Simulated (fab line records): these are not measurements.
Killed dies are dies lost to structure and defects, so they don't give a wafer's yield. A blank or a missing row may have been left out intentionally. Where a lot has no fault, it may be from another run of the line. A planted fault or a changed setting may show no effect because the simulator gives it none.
Which of the tools did it? || flow gf180mcu || 13 lots, 39 wafers sampled, at 6 steps of a route of 602

== WHAT EACH GAUGE READ, for each wafer ==
GF_STI_THK_MEAS_04. Usual: STI_CVD_03_THK typically reads 207.1 nm, with standard deviation 2.
{"lot": "L300", "measured": "day 1 19:02", "on": "filmMetro-01", "STI_CVD_03_THK (nm)": "208.8 208.4 210.4", "flag": ""}
{"lot": "L303", "measured": "day 2 10:04", "on": "filmMetro-04", "STI_CVD_03_THK (nm)": "201.8 202.5 202.5", "flag": ""}
{"lot": "L304", "measured": "day 2 15:54", "on": "filmMetro-04", "STI_CVD_03_THK (nm)": "208.1 206.2 209.3", "flag": ""}
{"lot": "L305", "measured": "day 2 21:24", "on": "filmMetro-01", "STI_CVD_03_THK (nm)": "203.7 203.9 204.0", "flag": ""}
{"lot": "L306", "measured": "day 3 01:07", "on": "filmMetro-01", "STI_CVD_03_THK (nm)": "207.3 208.3 207.0", "flag": ""}
{"lot": "L307", "measured": "day 3 05:35", "on": "filmMetro-03", "STI_CVD_03_THK (nm)": "209.0 208.1 209.8", "flag": ""}
{"lot": "L309", "measured": "day 3 15:35", "on": "filmMetro-04", "STI_CVD_03_THK (nm)": "207.5 207.1 205.8", "flag": ""}
{"lot": "L312", "measured": "day 4 06:34", "on": "filmMetro-03", "STI_CVD_03_THK (nm)": "208.8 209.1 210.3", "flag": ""}
{"lot": "L313", "measured": "day 4 11:52", "on": "filmMetro-01", "STI_CVD_03_THK (nm)": "209.7 207.8 207.4", "flag": ""}
{"lot": "L316", "measured": "day 5 02:35", "on": "filmMetro-01", "STI_CVD_03_THK (nm)": "207.3 206.8 207.7", "flag": ""}
{"lot": "L317", "measured": "day 5 07:57", "on": "filmMetro-03", "STI_CVD_03_THK (nm)": "211.2 210.3 209.8", "flag": ""}
{"lot": "L318", "measured": "day 5 12:35", "on": "filmMetro-01", "STI_CVD_03_THK (nm)": "210.5 210.0 208.9", "flag": ""}
{"lot": "L319", "measured": "day 5 18:17", "on": "filmMetro-04", "STI_CVD_03_THK (nm)": "204.2 205.5 205.5", "flag": ""}

GF_STI_THK_MEAS_22. Usual: STI_OXIDATION_01_THK typically reads 14.88 nm, with standard deviation 0.23.
{"lot": "L300", "measured": "day 2 08:50", "on": "filmMetro-04", "STI_OXIDATION_01_THK (nm)": "14.77 14.96 14.59", "flag": ""}
{"lot": "L303", "measured": "day 3 00:13", "on": "filmMetro-01", "STI_OXIDATION_01_THK (nm)": "15.06 15.17 15.17", "flag": ""}
{"lot": "L304", "measured": "day 3 06:02", "on": "filmMetro-03", "STI_OXIDATION_01_THK (nm)": "14.52 14.74 14.48", "flag": ""}
{"lot": "L305", "measured": "day 3 11:25", "on": "filmMetro-04", "STI_OXIDATION_01_THK (nm)": "15.04 15.08 15.29", "flag": ""}
{"lot": "L306", "measured": "day 3 15:40", "on": "filmMetro-03", "STI_OXIDATION_01_THK (nm)": "14.95 14.98 14.94", "flag": ""}
{"lot": "L307", "measured": "day 3 20:44", "on": "filmMetro-04", "STI_OXIDATION_01_THK (nm)": "14.77 14.79 14.66", "flag": ""}
{"lot": "L309", "measured": "day 4 06:46", "on": "filmMetro-03", "STI_OXIDATION_01_THK (nm)": "14.95 15.18 15.16", "flag": ""}
{"lot": "L312", "measured": "day 4 22:09", "on": "filmMetro-03", "STI_OXIDATION_01_THK (nm)": "14.55 14.55 14.61", "flag": ""}
{"lot": "L313", "measured": "day 5 03:28", "on": "filmMetro-01", "STI_OXIDATION_01_THK (nm)": "15.02 15.15 14.74", "flag": ""}
{"lot": "L316", "measured": "day 5 17:56", "on": "filmMetro-03", "STI_OXIDATION_01_THK (nm)": "14.80 14.51 14.88", "flag": ""}
{"lot": "L317", "measured": "day 6 00:27", "on": "filmMetro-03", "STI_OXIDATION_01_THK (nm)": "14.94 15.06 15.01", "flag": ""}
{"lot": "L318", "measured": "day 6 07:23", "on": "filmMetro-04", "STI_OXIDATION_01_THK (nm)": "14.77 14.88 14.98", "flag": ""}
{"lot": "L319", "measured": "day 6 10:47", "on": "filmMetro-04", "STI_OXIDATION_01_THK (nm)": "14.86 14.86 15.08", "flag": ""}

GF_LVPWELL_TW_MEAS_11. Usual: LVPWELL_TW typically reads 568, with standard deviation 4.2.
{"lot": "L300", "measured": "day 4 02:19", "on": "filmMetro-02", "LVPWELL_TW": "565 571 570", "flag": ""}
{"lot": "L303", "measured": "day 4 19:49", "on": "filmMetro-04", "LVPWELL_TW": "568 568 567", "flag": ""}
{"lot": "L304", "measured": "day 5 01:09", "on": "filmMetro-04", "LVPWELL_TW": "575 572 571", "flag": ""}
{"lot": "L305", "measured": "day 5 09:10", "on": "filmMetro-02", "LVPWELL_TW": "566 569 568", "flag": ""}
{"lot": "L306", "measured": "day 5 11:22", "on": "filmMetro-04", "LVPWELL_TW": "576 574 575", "flag": ""}
{"lot": "L307", "measured": "day 5 18:26", "on": "filmMetro-03", "LVPWELL_TW": "562 561 562", "flag": ""}
{"lot": "L309", "measured": "day 6 04:07", "on": "filmMetro-02", "LVPWELL_TW": "573 572 575", "flag": ""}
{"lot": "L312", "measured": "day 6 20:44", "on": "filmMetro-03", "LVPWELL_TW": "563 563 562", "flag": ""}
{"lot": "L313", "measured": "day 7 02:35", "on": "filmMetro-03", "LVPWELL_TW": "567 568 570", "flag": ""}
{"lot": "L316", "measured": "day 7 19:40", "on": "filmMetro-04", "LVPWELL_TW": "572 572 574", "flag": ""}
{"lot": "L317", "measured": "day 8 04:11", "on": "filmMetro-02", "LVPWELL_TW": "682 683 684", "flag": "OFF"}
{"lot": "L318", "measured": "day 8 10:14", "on": "filmMetro-02", "LVPWELL_TW": "686 686 683", "flag": "OFF"}
{"lot": "L319", "measured": "day 8 14:40", "on": "filmMetro-04", "LVPWELL_TW": "687 683 684", "flag": "OFF"}

GF_VT_IMPLANT_RS_MEAS_48: a four-point-probe measurement. Usual: LVPWELL_RS typically reads 1197 ohm/sq, with standard deviation 3.3.
{"lot": "L300", "measured": "day 7 20:17", "on": "filmMetro-02", "LVPWELL_RS (ohm/sq)": "1197 1196 1197", "flag": ""}
{"lot": "L303", "measured": "day 8 16:43", "on": "filmMetro-04", "LVPWELL_RS (ohm/sq)": "1194 1192 1196", "flag": ""}
{"lot": "L304", "measured": "day 8 22:47", "on": "filmMetro-04", "LVPWELL_RS (ohm/sq)": "1196 1201 1196", "flag": ""}
{"lot": "L305", "measured": "day 9 08:17", "on": "filmMetro-02", "LVPWELL_RS (ohm/sq)": "1199 1197 1202", "flag": ""}
{"lot": "L306", "measured": "day 9 11:44", "on": "filmMetro-02", "LVPWELL_RS (ohm/sq)": "1203 1201 1199", "flag": ""}
{"lot": "L307", "measured": "day 9 19:47", "on": "filmMetro-04", "LVPWELL_RS (ohm/sq)": "1204 1200 1201", "flag": ""}
{"lot": "L309", "measured": "day 10 07:52", "on": "filmMetro-03", "LVPWELL_RS (ohm/sq)": "1191 1194 1193", "flag": ""}
{"lot": "L312", "measured": "day 11 02:46", "on": "filmMetro-04", "LVPWELL_RS (ohm/sq)": "1202 1201 1203", "flag": ""}
{"lot": "L313", "measured": "day 11 09:22", "on": "filmMetro-03", "LVPWELL_RS (ohm/sq)": "1197 1202 1198", "flag": ""}
{"lot": "L316", "measured": "day 12 06:28", "on": "filmMetro-04", "LVPWELL_RS (ohm/sq)": "1199 1203 1196", "flag": ""}
{"lot": "L317", "measured": "day 12 17:14", "on": "filmMetro-03", "LVPWELL_RS (ohm/sq)": "844 844 843", "flag": "OFF"}
{"lot": "L318", "measured": "day 12 23:28", "on": "filmMetro-04", "LVPWELL_RS (ohm/sq)": "838 840 842", "flag": "OFF"}
{"lot": "L319", "measured": "day 13 04:55", "on": "filmMetro-03", "LVPWELL_RS (ohm/sq)": "841 843 840", "flag": "OFF"}

== TOOL THAT RAN EACH LOT (tool first, then ch and the chambers of the sampled wafers, then the start) ==
{"lot": "L300", "GF_STI_ETCH_13": "rieDiel-04 ch 1,2,3, day 2 07:02", "GF_LVPWELL_IMPLANT_08": "implanter-02 ch 0, day 4 01:55"}
{"lot": "L303", "GF_STI_ETCH_13": "rieDiel-01 ch 0,2, day 2 21:34", "GF_LVPWELL_IMPLANT_08": "implanter-01 ch 0, day 4 19:26"}
{"lot": "L304", "GF_STI_ETCH_13": "rieDiel-01 ch 1,2,3, day 3 04:16", "GF_LVPWELL_IMPLANT_08": "implanter-01 ch 0, day 5 00:46"}
{"lot": "L305", "GF_STI_ETCH_13": "rieDiel-02 ch 0,2,3, day 3 09:40", "GF_LVPWELL_IMPLANT_08": "implanter-03 ch 0, day 5 08:47"}
{"lot": "L306", "GF_STI_ETCH_13": "rieDiel-02 ch 1,2,3, day 3 13:56", "GF_LVPWELL_IMPLANT_08": "implanter-02 ch 0, day 5 10:58"}
{"lot": "L307", "GF_STI_ETCH_13": "rieDiel-02 ch 0,1, day 3 17:46", "GF_LVPWELL_IMPLANT_08": "implanter-02 ch 0, day 5 18:04"}
{"lot": "L309", "GF_STI_ETCH_13": "rieDiel-04 ch 0,2, day 4 04:34", "GF_LVPWELL_IMPLANT_08": "implanter-01 ch 0, day 6 03:44"}
{"lot": "L312", "GF_STI_ETCH_13": "rieDiel-04 ch 1,2,3, day 4 20:25", "GF_LVPWELL_IMPLANT_08": "implanter-03 ch 0, day 6 20:20"}
{"lot": "L313", "GF_STI_ETCH_13": "rieDiel-04 ch 0,1,2, day 5 01:44", "GF_LVPWELL_IMPLANT_08": "implanter-03 ch 0, day 7 02:11"}
{"lot": "L316", "GF_STI_ETCH_13": "rieDiel-02 ch 1,2,3, day 5 16:11", "GF_LVPWELL_IMPLANT_08": "implanter-03 ch 0, day 7 19:17"}
{"lot": "L317", "GF_STI_ETCH_13": "rieDiel-04 ch 0,1,3, day 5 21:58", "GF_LVPWELL_IMPLANT_08": "implanter-01 ch 0, day 8 03:28"}
{"lot": "L318", "GF_STI_ETCH_13": "rieDiel-01 ch 0,1,2, day 6 02:49", "GF_LVPWELL_IMPLANT_08": "implanter-03 ch 0, day 8 09:29"}
{"lot": "L319", "GF_STI_ETCH_13": "rieDiel-02 ch 1,2,3, day 6 09:01", "GF_LVPWELL_IMPLANT_08": "implanter-03 ch 0, day 8 13:59"}
- GF_STI_ETCH_13: etches the open film in CHF3/O2, stops on Si, target depth 282.31 nm, time 112.9 s.
- GF_LVPWELL_IMPLANT_08

== AS READ BY THE TOOLS THEMSELVES (means over the sampled wafers that have a number; for cases with no such wafer, the mark the record gives instead) ==
GF_STI_ETCH_13. Usual: O2_flow_sccm 5.000 sccm, standard deviation 0.015; drypumpMotorCurrentA 5.7 A, standard deviation 0.39; oesProductAu 0.833 a.u., standard deviation 0.0063; throttleValvePct 8.810 %, standard deviation 0.0094.
{"lot": "L300", "tool": "rieDiel-04", "O2_flow_sccm (sccm)": 5.000, "drypumpMotorCurrentA (A)": 5.7, "oesProductAu (a.u.)": 0.834, "throttleValvePct (%)": 8.815, "flag": ""}
{"lot": "L303", "tool": "rieDiel-01", "O2_flow_sccm (sccm)": 5.018, "drypumpMotorCurrentA (A)": 5.4, "oesProductAu (a.u.)": 0.820, "throttleValvePct (%)": 8.797, "flag": ""}
{"lot": "L304", "tool": "rieDiel-01", "O2_flow_sccm (sccm)": 4.991, "drypumpMotorCurrentA (A)": 5.6, "oesProductAu (a.u.)": 0.837, "throttleValvePct (%)": 8.813, "flag": ""}
{"lot": "L305", "tool": "rieDiel-02", "O2_flow_sccm (sccm)": 5.014, "drypumpMotorCurrentA (A)": 5.7, "oesProductAu (a.u.)": 0.824, "throttleValvePct (%)": 8.816, "flag": ""}
{"lot": "L306", "tool": "rieDiel-02", "O2_flow_sccm (sccm)": 5.003, "drypumpMotorCurrentA (A)": 5.8, "oesProductAu (a.u.)": 0.832, "throttleValvePct (%)": 8.802, "flag": ""}
{"lot": "L307", "tool": "rieDiel-02", "O2_flow_sccm (sccm)": 5.012, "drypumpMotorCurrentA (A)": 5.8, "oesProductAu (a.u.)": 0.840, "throttleValvePct (%)": 8.816, "flag": ""}
{"lot": "L309", "tool": "rieDiel-04", "O2_flow_sccm (sccm)": 4.983, "drypumpMotorCurrentA (A)": 5.6, "oesProductAu (a.u.)": 0.834, "throttleValvePct (%)": 8.813, "flag": ""}
{"lot": "L312", "tool": "rieDiel-04", "O2_flow_sccm (sccm)": 5.004, "drypumpMotorCurrentA (A)": 5.7, "oesProductAu (a.u.)": 0.832, "throttleValvePct (%)": 8.800, "flag": ""}
{"lot": "L313", "tool": "rieDiel-04", "O2_flow_sccm (sccm)": 5.001, "drypumpMotorCurrentA (A)": 5.6, "oesProductAu (a.u.)": 0.836, "throttleValvePct (%)": 8.820, "flag": ""}
{"lot": "L316", "tool": "rieDiel-02", "O2_flow_sccm (sccm)": 4.996, "drypumpMotorCurrentA (A)": 5.8, "oesProductAu (a.u.)": 0.837, "throttleValvePct (%)": 8.815, "flag": ""}
{"lot": "L317", "tool": "rieDiel-04", "O2_flow_sccm (sccm)": 5.000, "drypumpMotorCurrentA (A)": 5.7, "oesProductAu (a.u.)": 0.838, "throttleValvePct (%)": 8.818, "flag": ""}
{"lot": "L318", "tool": "rieDiel-01", "O2_flow_sccm (sccm)": 4.994, "drypumpMotorCurrentA (A)": 5.5, "oesProductAu (a.u.)": 0.839, "throttleValvePct (%)": 8.815, "flag": ""}
{"lot": "L319", "tool": "rieDiel-02", "O2_flow_sccm (sccm)": 4.991, "drypumpMotorCurrentA (A)": 5.8, "oesProductAu (a.u.)": 0.831, "throttleValvePct (%)": 8.803, "flag": ""}

== THE ANSWER, worked out from the rows above alone ==
Rule: a lot counts as off when the mean over its wafers that have a number is more than 3 standard deviations away from the usual mean. A lot without any number at a reading at which 4 lots or more have one is off too. Any other lot the step has rows for is counted as sound. Order of review: gauges by route order, followed by the tools' own readings, for which a lot's mean as printed above is used. The first step at which some lot is off is used, and at that step the reading that is off furthest; a lot without a number counts as furthest.
Off: L317, L318, L319, at GF_LVPWELL_TW_MEAS_11 (LVPWELL_TW).
A tool fits if, at a process step before that reading, it ran every lot that is off, and no sound lot after the first of them. The gauges at GF_LVPWELL_TW_MEAS_11 are tried like those tools. None of those tried fits.

== WHAT HAD BEEN PUT IN BY THE SIMULATOR ==
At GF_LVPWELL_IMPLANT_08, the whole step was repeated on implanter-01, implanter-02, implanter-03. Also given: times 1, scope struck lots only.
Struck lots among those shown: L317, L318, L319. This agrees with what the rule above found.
